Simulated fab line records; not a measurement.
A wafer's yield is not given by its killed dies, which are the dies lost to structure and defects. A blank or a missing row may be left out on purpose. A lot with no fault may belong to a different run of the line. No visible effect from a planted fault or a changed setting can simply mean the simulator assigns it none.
Problem report, 8D (eight disciplines) form, completed by code + flow gf180mcu + the parts of the form that need people (team, actions taken, sign-off) are left out

1. WHAT WENT WRONG
V1_CVD_00_THK at GF_V1_THK_MEAS_01 reads a mean of 302 nm on 6 wafers of 2 lots; wafers without a fault read 602 nm with a standard deviation of 5.8. Relative to the usual mean, that is a shift of -52 standard deviations.
Seen first at day 20 04:33 on film-metro-02, wafer L772.2. At this step, 39 wafers from 13 lots have a number in the record. By rule, "out" or "out of limits" means more than 4 standard deviations away from the usual mean. The rest of the wafers with a number are treated as sound.

2. WHAT THIS IS AND IS NOT
| question                    | is                           | is not                                                                                             |
|-----------------------------|------------------------------|----------------------------------------------------------------------------------------------------|
| which readings at this step | V1_CVD_00_THK                | -                                                                                                  |
| which lots                  | L772, L775                   | L764, L765, L766, L767, L769, L780, L782, L784, L785, L786, L787                                   |
| which wafers of those lots  | all that have a number       | -                                                                                                  |
| read on which gauges        | film-metro-02, film-metro-04 | film-metro-01                                                                                      |
| when                        | from day 20 04:33            | up to then (15 sound wafers); but 18 sound wafers of L780, L782, L784, L785, L786, L787 came after |

3. SUSPECTS, AND WHAT RULES EACH OUT
Counting: any tool at a process step up to the reading is kept as a suspect provided that every lot that is out went through it and no sound lot did after the first of them.
- ruled out: the gauge at GF_V1_THK_MEAS_01. 2 gauges (film-metro-02, film-metro-04) read the wafers that are out.
- hdpcvd-01 at GF_V1_CVD_00 (deposits SiO2, target thk 600 nm, time 100 s): ruled out as a lasting fault. Following L772 (day 20 04:28), the first lot on it that is out, the sound lots L785, L786, L787 were run on it.
Left after counting: nothing in the record.

4. THE CAUSE (what the simulator had put in)
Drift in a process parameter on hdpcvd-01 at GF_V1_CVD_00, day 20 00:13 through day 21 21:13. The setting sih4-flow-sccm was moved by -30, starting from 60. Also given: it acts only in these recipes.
The count ruled it out by mistake, since the rule takes a fault to strike every lot its tool runs from the start of the fault on, and this one did not do so.

5. SEQUENCE OF EFFECTS, ordered by route
Rows list readings where the struck wafers' mean (over those with a number) sits beyond 3 standard deviations from the usual. Only readings whose record carries a usual standard deviation are examined. hours: median over the lots of the time between each lot's start at the first step of this table that gives one and its start at this step. sigmas: the change, counted in usual standard deviations.
| hours | step              | reading        | usual      | on struck wafers | change | sigmas      |
|-------|-------------------|----------------|------------|------------------|--------|-------------|
| 0     | GF_V1_CVD_00      | sih4-flow-sccm | 59.99 sccm | 29.93            | -30.06 | -99 or more |
| 0     | GF_V1_THK_MEAS_01 | V1_CVD_00_THK  | 602 nm     | 302              | -300   | -52         |
The process steps in it:
- GF_V1_CVD_00: deposits SiO2, target thk 600 nm, time 100 s.
Later steps that measure or inspect, where all struck wafers having a row at the step show a number for every such reading and not one has moved that far: GF_V1_THK_MEAS_03.

6. WHAT WOULD HAVE CAUGHT IT SOONER
Counted from the fault's start at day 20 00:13, it took 4 hours until the first out-of-limits reading at a measuring or inspecting step in this record, taken at day 20 04:33.
Tool's own readings at GF_V1_CVD_00, sih4-flow-sccm: out on all struck wafers the step has rows for; an alarm limit on them would have tripped on the first.
